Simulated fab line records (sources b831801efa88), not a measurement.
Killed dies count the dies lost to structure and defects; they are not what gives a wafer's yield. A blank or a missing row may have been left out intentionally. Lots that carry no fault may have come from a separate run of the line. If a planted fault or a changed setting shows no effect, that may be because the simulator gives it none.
fab line records + flow sky130
record
- lots=6
- wafers=18
- lastDay=50
route steps=708 shown POLY_GATE@218 PAD_OPEN@708
lots that met no fault: taken from a fault-free run of the same line
startH: hours from the record's opening day to when the first of the lot's shown wafers began + waitH: hours since the lot's step before + " unchanged from the row above + L1.1+2: several wafers, shown together as one row + - value missing, or start not given + * or withheld: withheld + < > ~ a bound
route shown NAME@n: names a module that has steps shown in the file, with the first one's number in the route + usual: mean and standard deviation over wafers with no fault + same: alike in all rows + chamber/n: place in a boat + sites: readings site by site + _std_site: the standard deviation of these + _edge_site: inner sites' mean taken away from outer sites' mean + radiusMm: for every site, how far away it sits from the centre of the wafer + mask NAME#n: copy n + behind: the tool/chamber that last shaped the wafer + hold: why the lot was held/for how many hours/how that ended + device: which transistor (n, p or np) failed to switch + end of line: at the end of the route, the tests of the same wafers + a step given without rows: its recipe and nothing more + killed: not the wafer's yield, but the dies lost to structure and defects at the first sort + map: the dies of a wafer, with x for killed, . for not killed, _ for no die there
set.NAME: the run value of the setting; set.NAME@STEP: its run value at that earlier step + model.NAME: the simulator's own value behind a step, which no gauge read
lots seen at some steps along the route; tables by step, rows by wafer
services: when a tool's chamber went out of use (startH, in hours from the record's first day, below 0 if earlier), for how many hours, and the reason
## steps
# step SKY_POLY_GATE_THK_MEAS_04
# recipe
- reads=Si3N4_of_POLY_GATE_CVD_03
# usual
- POLY_GATE_CVD_03_THK=75.6/0.68
| lot.wafer | tool         | chamber | startH | waitH | POLY_GATE_CVD_03_THK[nm] |
|-----------|--------------|---------|--------|-------|--------------------------|
| L457.1    | filmMetro-04 | -       | 389.21 | 0.0   | 76.2                     |
| L457.5    | "            | -       | "      | "     | 76.6                     |
| L457.6    | "            | -       | "      | "     | 76.0                     |
| L458.2    | filmMetro-04 | -       | 413.55 | 0.0   | 75.1                     |
| L458.4    | "            | -       | "      | "     | 75.4                     |
| L458.5    | "            | -       | "      | "     | 76.4                     |
| L466.1    | filmMetro-01 | -       | 477.13 | 0.0   | 74.9                     |
| L466.4    | "            | -       | "      | "     | 75.0                     |
| L466.5    | "            | -       | "      | "     | 74.6                     |
| L467.1    | filmMetro-01 | -       | 484.99 | 0.0   | 74.8                     |
| L467.4    | "            | -       | "      | "     | 75.1                     |
| L467.6    | "            | -       | "      | "     | 74.9                     |
| L472.1    | filmMetro-01 | -       | 529.22 | 0.0   | 75.5                     |
| L472.4    | "            | -       | "      | "     | 75.4                     |
| L472.6    | "            | -       | "      | "     | 76.1                     |
| L473.1    | filmMetro-01 | -       | 568.62 | 0.0   | 74.8                     |
| L473.2    | "            | -       | "      | "     | 75.9                     |
| L473.4    | "            | -       | "      | "     | 75.8                     |
# step SKY_POLY_GATE_DEHYDRATE_05
# recipe
- tempC=200
- timeS=60
# step SKY_POLY_GATE_HMDS_06
# recipe
- primeTimeS=60
- primeTempC=120
# step SKY_POLY_GATE_COAT_07
# recipe
- resist=BARC
- tempC=withheld
- timeS=withheld
- spinRpm=3000
- resistThkNm=110
# step SKY_POLY_GATE_COAT_08
# recipe
- resist=KrF-thick
- spinRpm=3000
- resistThkNm=450
# step SKY_POLY_GATE_SOFTBAKE_09
# recipe
- tempC=100
- timeS=87.67
- resist=KrF-thick
# step SKY_POLY_GATE_EXPOSE_10
# recipe
- maskId=P1M
- na=0.68
- sourceShape=conventional
- sigmaOuter=0.6
- targetCdNm=150
- doseMj=28
# step SKY_POLY_GATE_PEB_11
# recipe
- pebTempC=withheld
- pebTimeS=withheld
- resist=KrF-thick
# step SKY_POLY_GATE_DEVELOP_12
# recipe
- developTimeS=60
- resist=KrF-thick
- devTempC=21
# step SKY_POLY_GATE_CD_MEAS_13
# recipe
- targetCdNm=150
# usual
- cdNm=150.4/1.9
| lot.wafer | tool     | chamber | startH | waitH | cdNm  |
|-----------|----------|---------|--------|-------|-------|
| L457.1    | cdSem-01 | -       | 418.49 | -     | 152.2 |
| L457.5    | "        | -       | "      | "     | 151.8 |
| L457.6    | "        | -       | "      | "     | 151.1 |
| L458.2    | cdSem-02 | -       | 444.21 | -     | 150.1 |
| L458.4    | "        | -       | "      | "     | 149.7 |
| L458.5    | "        | -       | "      | "     | 148.8 |
| L466.1    | cdSem-01 | -       | 507.29 | -     | 147.9 |
| L466.4    | "        | -       | "      | "     | 147.1 |
| L466.5    | "        | -       | "      | "     | 148.4 |
| L467.1    | cdSem-02 | -       | 515.39 | -     | 149.0 |
| L467.4    | "        | -       | "      | "     | 149.7 |
| L467.6    | "        | -       | "      | "     | 149.7 |
| L472.1    | cdSem-02 | -       | 559.04 | -     | 151.3 |
| L472.4    | "        | -       | "      | "     | 151.5 |
| L472.6    | "        | -       | "      | "     | 150.2 |
| L473.1    | cdSem-01 | -       | 598.19 | -     | 147.9 |
| L473.2    | "        | -       | "      | "     | 146.6 |
| L473.4    | "        | -       | "      | "     | 146.6 |
# step SKY_POLY_GATE_OVL_MEAS_14
# usual
- POLY_GATE_OVL=2/7
| lot.wafer | tool       | chamber | startH | waitH | POLY_GATE_OVL[nm] |
|-----------|------------|---------|--------|-------|-------------------|
| L457.1    | overlay-02 | -       | 418.61 | 0.1   | 5                 |
| L457.5    | "          | -       | "      | "     | 11                |
| L457.6    | "          | -       | "      | "     | -3                |
| L458.2    | overlay-02 | -       | 444.32 | 0.1   | 5                 |
| L458.4    | "          | -       | "      | "     | 10                |
| L458.5    | "          | -       | "      | "     | 10                |
| L466.1    | overlay-02 | -       | 507.41 | 0.1   | 0                 |
| L466.4    | "          | -       | "      | "     | -7                |
| L466.5    | "          | -       | "      | "     | 3                 |
| L467.1    | overlay-02 | -       | 515.51 | 0.1   | 3                 |
| L467.4    | "          | -       | "      | "     | 4                 |
| L467.6    | "          | -       | "      | "     | -1                |
| L472.1    | overlay-01 | -       | 559.16 | 0.1   | -4                |
| L472.4    | "          | -       | "      | "     | 10                |
| L472.6    | "          | -       | "      | "     | 2                 |
| L473.1    | overlay-01 | -       | 598.31 | 0.1   | -17               |
| L473.2    | "          | -       | "      | "     | -1                |
| L473.4    | "          | -       | "      | "     | -4                |
# step SKY_POLY_GATE_ETCH_15
# recipe
- chemistry=N2/H2
- target=BARC
- ionEnergyEv=200
- sourceW=500
- biasW=100
- pressureMtorr=30
- n2FlowSccm=100
- h2FlowSccm=200
- stopOn=SiO2
- timeS=118.5
- targetDepthA=1100
# usual
- biasW=100.0/0.31
- chamberPressureMTorr=30.003/0.028
- drypumpMotorCurrentA=5.80/0.29
- oesProductAu=0.717/0.0047
- throttleValvePct=13.213/0.009
# same
- timeS=118.5
| lot.wafer | tool       | chamber | startH | waitH | biasW | chamberPressureMTorr | drypumpMotorCurrentA | oesProductAu | rfHoursCounterH | throttleValvePct |
|-----------|------------|---------|--------|-------|-------|----------------------|----------------------|--------------|-----------------|------------------|
| L457.1    | rieDiel-02 | 3       | 418.65 | 0.0   | 99.6  | 29.976               | 5.64                 | 0.715        | 63              | 13.220           |
| L457.5    | "          | 0       | "      | "     | 100.0 | 30.049               | 6.27                 | 0.730        | -               | 13.215           |
| L457.6    | "          | 1       | "      | "     | 100.2 | 30.038               | 5.77                 | 0.711        | -               | 13.216           |
| L458.2    | rieDiel-01 | 0       | 444.35 | 0.0   | 99.7  | 29.979               | 5.93                 | 0.722        | 44              | 13.209           |
| L458.4    | "          | 1       | "      | "     | 100.2 | 29.965               | 5.59                 | 0.719        | 40              | 13.203           |
| L458.5    | "          | 0       | "      | "     | 99.5  | 30.023               | 5.90                 | 0.715        | -               | 13.198           |
| L466.1    | rieDiel-01 | 0       | 507.45 | 0.0   | 100.3 | 30.073               | 5.92                 | 0.723        | 45              | 13.219           |
| L466.4    | "          | 3       | "      | "     | 100.2 | 30.009               | 6.23                 | 0.714        | 10              | 13.213           |
| L466.5    | "          | 1       | "      | "     | 99.9  | 30.033               | 5.57                 | 0.721        | -               | 13.224           |
| L467.1    | rieDiel-01 | 1       | 515.55 | 0.0   | 100.3 | 30.020               | 5.63                 | 0.706        | 42              | 13.199           |
| L467.4    | "          | 3       | "      | "     | 100.1 | 30.026               | 6.22                 | 0.710        | 11              | 13.210           |
| L467.6    | "          | 0       | "      | "     | 99.9  | 29.995               | 5.90                 | 0.715        | -               | 13.219           |
| L472.1    | rieDiel-02 | 2       | 559.19 | 0.0   | 100.1 | 29.989               | 5.82                 | 0.719        | 0               | 13.214           |
| L472.4    | "          | 3       | "      | "     | 100.0 | 30.039               | 5.65                 | 0.714        | -               | 13.200           |
| L472.6    | "          | 2       | "      | "     | 100.0 | 30.011               | 5.83                 | 0.720        | -               | 13.209           |
| L473.1    | rieDiel-02 | 2       | 598.35 | 0.0   | 100.1 | 30.062               | 5.84                 | 0.714        | 1               | 13.219           |
| L473.2    | "          | 1       | "      | "     | 100.3 | 29.988               | 5.71                 | 0.730        | 7               | 13.216           |
| L473.4    | "          | 3       | "      | "     | 100.1 | 30.002               | 5.67                 | 0.718        | 66              | 13.207           |
# step SKY_POLY_GATE_ETCH_16
# recipe
- stopOn=poly-Si
- chemistry=CH3F/O2
- target=Si3N4
- sourceW=400
- biasW=80
- pressureMtorr=25
- ch3fFlowSccm=40
- O2_flow_sccm=30
- timeS=147.5
- targetDepthA=750
# usual
- O2_flow_sccm=30.00/0.088
- biasW=79.98/0.24
- drypumpMotorCurrentA=5.79/0.3
- oesProductAu=0.642/0.0048
- throttleValvePct=10.535/0.01
- timeS=147.5/0
| lot.wafer | tool       | chamber | startH | waitH | O2_flow_sccm | biasW | drypumpMotorCurrentA | oesProductAu | rfHoursCounterH | throttleValvePct | timeS | model.KrF-thick_of_POLY_GATE_COAT_08.thkNm |
|-----------|------------|---------|--------|-------|--------------|-------|----------------------|--------------|-----------------|------------------|-------|--------------------------------------------|
| L457.1    | rieDiel-02 | 3       | 418.73 | 0.0   | 29.95        | 79.99 | 5.63                 | 0.637        | 63              | 10.528           | 147.5 | 236.6                                      |
| L457.5    | "          | 0       | "      | "     | 30.11        | 79.89 | 6.25                 | 0.641        | -               | 10.531           | 147.5 | 237.1                                      |
| L457.6    | "          | 1       | "      | "     | 30.00        | 79.94 | 5.72                 | 0.645        | -               | 10.548           | 147.5 | 234                                        |
| L458.2    | rieDiel-01 | 0       | 444.43 | 0.0   | 29.95        | 79.81 | 5.92                 | 0.633        | 44              | 10.533           | 147.5 | 233.7                                      |
| L458.4    | "          | 1       | "      | "     | 29.87        | 80.07 | 5.56                 | 0.643        | 40              | 10.536           | 147.5 | 237.6                                      |
| L458.5    | "          | 0       | "      | "     | 29.99        | 79.93 | 5.91                 | 0.644        | -               | 10.548           | 147.5 | 234.5                                      |
| L466.1    | rieDiel-01 | 0       | 507.53 | 0.0   | -            | -     | -                    | -            | -               | -                | -     | 341.3                                      |
| L466.4    | "          | 3       | "      | "     | -            | -     | -                    | -            | -               | -                | -     | 344.3                                      |
| L466.5    | "          | 1       | "      | "     | -            | -     | -                    | -            | -               | -                | -     | 344.1                                      |
| L467.1    | rieDiel-01 | 1       | 515.63 | 0.0   | -            | -     | -                    | -            | -               | -                | -     | 345.4                                      |
| L467.4    | "          | 3       | "      | "     | -            | -     | -                    | -            | -               | -                | -     | 345.3                                      |
| L467.6    | "          | 0       | "      | "     | -            | -     | -                    | -            | -               | -                | -     | 342.6                                      |
| L472.1    | rieDiel-02 | 2       | 559.27 | 0.0   | 29.87        | 79.79 | 5.84                 | 0.638        | 0               | 10.527           | 147.5 | 237.7                                      |
| L472.4    | "          | 3       | "      | "     | 30.05        | 79.95 | 5.63                 | 0.643        | -               | 10.525           | 147.5 | 233                                        |
| L472.6    | "          | 2       | "      | "     | 29.99        | 79.75 | 5.84                 | 0.643        | -               | 10.507           | 147.5 | 234.9                                      |
| L473.1    | rieDiel-02 | 2       | 598.43 | 0.0   | 29.94        | 80.08 | 5.83                 | 0.641        | 1               | 10.550           | 147.5 | 234.2                                      |
| L473.2    | "          | 1       | "      | "     | 30.11        | 80.31 | 5.71                 | 0.644        | 7               | 10.535           | 147.5 | 234.1                                      |
| L473.4    | "          | 3       | "      | "     | 30.18        | 80.09 | 5.61                 | 0.645        | 66              | 10.524           | 147.5 | 235.3                                      |
# step SKY_POLY_GATE_ETCH_17
# recipe
- targetDepthNm=180
- stopOn=SiO2
- overEtchFrac=0.56667
- chemistry=HBr/Cl2
- target=poly-Si
- icpW=400
- biasW=100
- pressureMtorr=10
- HBr_flow_sccm=150
- Cl2_flow_sccm=50
- timeS=70.5
# usual
- HBr_flow_sccm=150.0/0.45
- biasW=99.98/0.29
- drypumpMotorCurrentA=5.4/0.44
- oesProductAu=0.988/0.0061
- throttleValvePct=33.685/0.0091
# same
- overEtchFrac=0.56667
- timeS=70.5
| lot.wafer | tool     | chamber | startH | waitH | HBr_flow_sccm | biasW  | drypumpMotorCurrentA | oesProductAu | rfHoursCounterH | throttleValvePct | model.KrF-thick_of_POLY_GATE_COAT_08.thkNm |
|-----------|----------|---------|--------|-------|---------------|--------|----------------------|--------------|-----------------|------------------|--------------------------------------------|
| L457.1    | rieSi-02 | 1       | 418.83 | 0.0   | 149.7         | 99.57  | 6.3                  | 0.990        | 69              | 33.697           | 142.6                                      |
| L457.5    | "        | 3       | "      | "     | 150.8         | 99.91  | 5.4                  | 0.985        | -               | 33.696           | 144.2                                      |
| L457.6    | "        | 0       | "      | "     | 149.5         | 100.83 | 5.5                  | 0.987        | -               | 33.693           | 140.2                                      |
| L458.2    | rieSi-02 | 2       | 444.53 | 0.0   | 150.1         | 100.34 | 5.2                  | 0.983        | 3               | 33.683           | 139.3                                      |
| L458.4    | "        | 0       | "      | "     | 150.7         | 100.09 | 5.5                  | 0.989        | -               | 33.681           | 143.8                                      |
| L458.5    | "        | 2       | "      | "     | 149.6         | 100.04 | 5.2                  | 0.989        | -               | 33.677           | 139.1                                      |
| L466.1    | rieSi-01 | 1       | 507.63 | 0.0   | 150.1         | 99.95  | 6.0                  | 0.995        | 39              | 33.675           | 247.3                                      |
| L466.4    | "        | 2       | "      | "     | 149.9         | 99.72  | 4.8                  | 0.991        | 0               | 33.677           | 250.1                                      |
| L466.5    | "        | 3       | "      | "     | 150.2         | 100.24 | 5.2                  | 0.993        | -               | 33.706           | 249.4                                      |
| L467.1    | rieSi-02 | 0       | 515.73 | 0.0   | 149.1         | 99.66  | 5.5                  | 1.000        | 0               | 33.691           | 250.8                                      |
| L467.4    | "        | 1       | "      | "     | 149.9         | 99.35  | 6.2                  | 0.989        | 0               | 33.674           | 250.3                                      |
| L467.6    | "        | 3       | "      | "     | 150.4         | 99.90  | 5.4                  | 0.990        | -               | 33.680           | 248.8                                      |
| L472.1    | rieSi-01 | 1       | 559.37 | 0.0   | 149.8         | 100.72 | 6.0                  | 0.988        | 39              | 33.668           | 143.3                                      |
| L472.4    | "        | 0       | "      | "     | 150.1         | 100.06 | 5.0                  | 0.980        | 5               | 33.688           | 138.3                                      |
| L472.6    | "        | 2       | "      | "     | 150.0         | 100.39 | 4.8                  | 0.985        | -               | 33.681           | 139.8                                      |
| L473.1    | rieSi-01 | 3       | 598.53 | 0.0   | 150.2         | 99.37  | 5.2                  | 0.988        | 6               | 33.694           | 140.1                                      |
| L473.2    | "        | 2       | "      | "     | 150.4         | 99.94  | 4.8                  | 0.997        | 1               | 33.686           | 139                                        |
| L473.4    | "        | 1       | "      | "     | 150.2         | 100.07 | 6.0                  | 0.987        | 0               | 33.701           | 140.3                                      |
# step SKY_POLY_GATE_STRIP_18
# recipe
- chemistry=O2/N2
- powerW=1400
- pressureMtorr=1500
- platenTempC=withheld
- o2FlowSccm=3000
- n2FlowSccm=300
- overashFraction=0.5
# usual
- drypumpMotorCurrentA=5.9/0.36
- oesProductAu=0.361/0.0045
- stripTimeToEndpointS=3.182/0.029
| lot.wafer | tool           | chamber | startH | waitH | drypumpMotorCurrentA | oesProductAu | rfHoursCounterH | stripTimeToEndpointS |
|-----------|----------------|---------|--------|-------|----------------------|--------------|-----------------|----------------------|
| L457.1    | plasmaAsher-02 | 1       | 418.89 | 0.0   | 6.1                  | 0.363        | 30              | 3.192                |
| L457.5    | "              | 1       | "      | "     | 6.0                  | 0.357        | -               | 3.219                |
| L457.6    | "              | 0       | "      | "     | 5.8                  | 0.364        | -               | 3.167                |
| L458.2    | plasmaAsher-03 | 0       | 444.59 | 0.0   | 5.6                  | 0.359        | 75              | 3.168                |
| L458.4    | "              | 1       | "      | "     | 6.3                  | 0.361        | -               | 3.211                |
| L458.5    | "              | 0       | "      | "     | 5.6                  | 0.357        | -               | 3.159                |
| L466.1    | plasmaAsher-03 | 0       | 507.69 | 0.0   | 5.6                  | 0.408        | 80              | 4.333                |
| L466.4    | "              | 0       | "      | "     | 5.6                  | 0.405        | -               | 4.357                |
| L466.5    | "              | 1       | "      | "     | 6.3                  | 0.413        | -               | 4.344                |
| L467.1    | plasmaAsher-02 | 0       | 515.79 | 0.0   | 5.8                  | 0.416        | 40              | 4.356                |
| L467.4    | "              | 0       | "      | "     | 5.8                  | 0.403        | -               | 4.340                |
| L467.6    | "              | 0       | "      | "     | 5.8                  | 0.413        | -               | 4.340                |
| L472.1    | plasmaAsher-04 | 0       | 559.43 | 0.0   | 5.8                  | 0.354        | 13              | 3.209                |
| L472.4    | "              | 0       | "      | "     | 5.8                  | 0.363        | -               | 3.164                |
| L472.6    | "              | 0       | "      | "     | 5.8                  | 0.365        | -               | 3.169                |
| L473.1    | plasmaAsher-02 | 1       | 598.59 | 0.0   | 6.1                  | 0.364        | 48              | 3.188                |
| L473.2    | "              | 0       | "      | "     | 5.7                  | 0.371        | 48              | 3.181                |
| L473.4    | "              | 0       | "      | "     | 5.8                  | 0.357        | -               | 3.167                |
# step SKY_POLY_GATE_CLEAN_19
# recipe
- chemistry=SC1/SC2
- mix=1:4:20
- tempC=70
- timeS=150
- dry=n2Spin
# step SKY_PAD_OPEN_PROBE_99
# usual
- killed_at_M0_to_M3=45/7.9
- killed_at_M4_up=2.9/1.8
- killedAtContacts=25/5.5
- killedAtFrontEnd=16/4.4
- killedAtOther=0.3/0.58
- killedDies=89/9.4
- killedOnRim=18/3.9
- killedOpen=49/6.8
- killedShort=40/6.3
# same
- grossDies=492
- killedAtBackSide=0
| lot.wafer | tool      | chamber | startH  | waitH | killed_at_M0_to_M3 | killed_at_M4_up | killedAtContacts | killedAtFrontEnd | killedAtOther | killedDies | killedOnRim | killedOpen | killedShort |
|-----------|-----------|---------|---------|-------|--------------------|-----------------|------------------|------------------|---------------|------------|-------------|------------|-------------|
| L466.1    | prober-01 | -       | 1159.01 | 0.1   | 47                 | 3               | 30               | 411              | 1             | 492        | 96          | 52         | 44          |
| L466.4    | prober-01 | -       | 1159.16 | 0.2   | 45                 | 3               | 20               | 424              | 0             | 492        | 96          | 42         | 46          |
| L466.5    | prober-01 | -       | 1159.21 | 0.2   | 38                 | 3               | 24               | 427              | 0             | 492        | 96          | 37         | 41          |
| L467.1    | prober-02 | -       | 1166.79 | 0.1   | 32                 | 7               | 26               | 426              | 1             | 492        | 96          | 46         | 35          |
| L467.4    | prober-02 | -       | 1166.94 | 0.2   | 38                 | 0               | 12               | 441              | 1             | 492        | 96          | 48         | 19          |
| L467.6    | prober-02 | -       | 1167.04 | 0.2   | 35                 | 3               | 25               | 429              | 0             | 492        | 96          | 40         | 33          |
# killed by level:class
L466.1 POLY_GATE:areaEtch=395 VIA1:geometricParticle:open=13 CONTACT:geometricParticle:open=12 LI_CONTACT:geometricParticle:open=9 VIA3:geometricParticle:open=7 METAL2:geometricParticle:short=6 VIA3:geometricParticle:short=6 CONTACT:geometricParticle:short=5
L466.4 POLY_GATE:areaEtch=403 VIA3:geometricParticle:open=9 VIA1:geometricParticle:open=8 CONTACT:geometricParticle:open=8 VIA1:geometricParticle:short=7 CONTACT:geometricParticle:short=6 FIELD_ISO:geometricParticle:short=5 POLY_GATE:geometricParticle:short=5
L466.5 POLY_GATE:areaEtch=414 CONTACT:geometricParticle:open=13 VIA1:geometricParticle:short=7 VIA1:geometricParticle:open=7 CONTACT:geometricParticle:short=6 METAL1:geometricParticle:short=5 POLY_GATE:geometricParticle:open=4 LOCAL_INTERCONNECT:geometricParticle:short=4
L467.1 POLY_GATE:areaEtch=410 CONTACT:geometricParticle:open=10 VIA1:geometricParticle:open=10 METAL1:geometricParticle:short=8 FIELD_ISO:geometricParticle:short=6 LI_CONTACT:geometricParticle:open=6 FIELD_ISO:geometricParticle:open=5 LI_CONTACT:geometricParticle:short=4
L467.4 POLY_GATE:areaEtch=425 VIA2:geometricParticle:open=11 VIA1:geometricParticle:open=9 CONTACT:geometricParticle:open=6 FIELD_ISO:geometricParticle:open=5 VIA3:geometricParticle:open=5 SPACER:geometricParticle:open=4 METAL1:geometricParticle:short=4
L467.6 POLY_GATE:areaEtch=419 VIA1:geometricParticle:open=10 LI_CONTACT:geometricParticle:open=10 CONTACT:geometricParticle:open=9 METAL1:geometricParticle:short=6 FIELD_ISO:geometricParticle:open=4 VIA1:geometricParticle:short=4 VIA2:geometricParticle:short=4
# map L466.1 (x killed, . not)
__________xxxxxxxxxx_________
________xxxxxxxxxxxxxx_______
______xxxxxxxxxxxxxxxxxx_____
_____xxxxxxxxxxxxxxxxxxxx____
____xxxxxxxxxxxxxxxxxxxxxx___
___xxxxxxxxxxxxxxxxxxxxxxxx__
__xxxxxxxxxxxxxxxxxxxxxxxxxx_
_xxxxxxxxxxxxxxxxxxxxxxxxxxxx
_xxxxxxxxxxxxxxxxxxxxxxxxxxxx
_xxxxxxxxxxxxxxxxxxxxxxxxxxxx
_xxxxxxxxxxxxxxxxxxxxxxxxxxxx
_xxxxxxxxxxxxxxxxxxxxxxxxxxxx
_xxxxxxxxxxxxxxxxxxxxxxxxxxxx
_xxxxxxxxxxxxxxxxxxxxxxxxxxxx
_xxxxxxxxxxxxxxxxxxxxxxxxxxxx
__xxxxxxxxxxxxxxxxxxxxxxxxxx_
___xxxxxxxxxxxxxxxxxxxxxxxx__
____xxxxxxxxxxxxxxxxxxxxxx___
_____xxxxxxxxxxxxxxxxxxxx____
______xxxxxxxxxxxxxxxxxx_____
________xxxxxxxxxxxxxx_______
__________xxxxxxxxxx_________
# map L467.1 (x killed, . not)
__________xxxxxxxxxx_________
________xxxxxxxxxxxxxx_______
______xxxxxxxxxxxxxxxxxx_____
_____xxxxxxxxxxxxxxxxxxxx____
____xxxxxxxxxxxxxxxxxxxxxx___
___xxxxxxxxxxxxxxxxxxxxxxxx__
__xxxxxxxxxxxxxxxxxxxxxxxxxx_
_xxxxxxxxxxxxxxxxxxxxxxxxxxxx
_xxxxxxxxxxxxxxxxxxxxxxxxxxxx
_xxxxxxxxxxxxxxxxxxxxxxxxxxxx
_xxxxxxxxxxxxxxxxxxxxxxxxxxxx
_xxxxxxxxxxxxxxxxxxxxxxxxxxxx
_xxxxxxxxxxxxxxxxxxxxxxxxxxxx
_xxxxxxxxxxxxxxxxxxxxxxxxxxxx
_xxxxxxxxxxxxxxxxxxxxxxxxxxxx
__xxxxxxxxxxxxxxxxxxxxxxxxxx_
___xxxxxxxxxxxxxxxxxxxxxxxx__
____xxxxxxxxxxxxxxxxxxxxxx___
_____xxxxxxxxxxxxxxxxxxxx____
______xxxxxxxxxxxxxxxxxx_____
________xxxxxxxxxxxxxx_______
__________xxxxxxxxxx_________
## services
| tool           | chamber | startH | hours | kind          |
|----------------|---------|--------|-------|---------------|
| plasmaAsher-04 | -       | 405.52 | 1.9   | repair        |
| plasmaAsher-04 | -       | 421.25 | 9.0   | pm            |
| rieSi-02       | 1       | 436.82 | -     | clean         |
| rieSi-02       | 1       | 436.82 | 18.5  | scheduledDown |
| rieSi-02       | 1       | 436.82 | 18.5  | ventCycle     |
| rieSi-02       | 0       | 455.34 | -     | clean         |
| rieSi-02       | 0       | 455.34 | 18.6  | scheduledDown |
| rieSi-02       | 0       | 455.34 | 18.6  | ventCycle     |
| rieDiel-01     | 0       | 477.66 | 2.9   | repair        |
| rieDiel-02     | -       | 478.68 | 2.8   | pm            |
| rieSi-02       | 2       | 491.35 | 17.9  | repair        |
| plasmaAsher-03 | -       | 492.14 | 4.3   | pm            |
| plasmaAsher-03 | -       | 497.83 | 2.8   | pm            |
| rieDiel-01     | -       | 519.38 | 28.1  | pm            |
| rieDiel-02     | 2       | 536.14 | -     | clean         |
| rieDiel-02     | 2       | 536.14 | 21.8  | scheduledDown |
| rieDiel-02     | 2       | 536.14 | 21.8  | ventCycle     |
| rieDiel-02     | -       | 557.79 | 0.4   | repair        |
| rieDiel-02     | 0       | 558.24 | -     | clean         |
| rieDiel-02     | 0       | 558.24 | 21.1  | scheduledDown |
| rieDiel-02     | 0       | 558.24 | 21.1  | ventCycle     |
| rieDiel-01     | -       | 563.39 | 2.8   | pm            |
| rieDiel-01     | 1       | 567.16 | 6.1   | repair        |
| rieDiel-02     | -       | 592.47 | 1.2   | repair        |
## key
firstSign
- step=SKY_POLY_GATE_ETCH_16
- reading=toolRecord
- direction=missing
effect
- step=SKY_POLY_GATE_STRIP_18
- reading=stripTimeToEndpointS
- direction=up
- sigmas=40
- usual=*
- struck=*
effect
- step=SKY_PAD_OPEN_PROBE_99
- reading=killedAtFrontEnd
- direction=up
- sigmas=94
- usual=16
- struck=426
modelEffect
- step=SKY_POLY_GATE_ETCH_16
- value=KrF-thick_of_POLY_GATE_COAT_08.thkNm
- without=234
- struck=343.8
modelEffect
- step=SKY_POLY_GATE_ETCH_17
- value=KrF-thick_of_POLY_GATE_COAT_08.thkNm
- without=139.6
- struck=249.4
moreKillsBornAt
- SKY_POLY_GATE_ETCH_16@rieDiel-01=2459
metAt SKY_POLY_GATE_ETCH_16
struckWafers L466.1,L466.4,L466.5,L467.1,L467.4,L467.6
laterRowsLeftOut L466.1,L466.4,L466.5,L467.1,L467.4,L467.6
testerLeftOut L466,L467
onsetBetween 444.43 507.53
fault
- kind=skippedStepWhole
- tool=rieDiel-01
- chamber=-
- onsetH=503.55
- steps=SKY_POLY_GATE_ETCH_16
- scope=struckLotsOnly
# testerLeftOut: of these lots the tester's yield and bins aren't shown, on N5 and GAA mostly nor the transistor test; their killed dies are dies lost to structure and defects alone, not to doping, threshold or leakage, so they don't give the yield
# laterRowsLeftOut: the simulator's readings of these wafers behind a module that went badly wrong aren't trusted and aren't shown, but for the sort
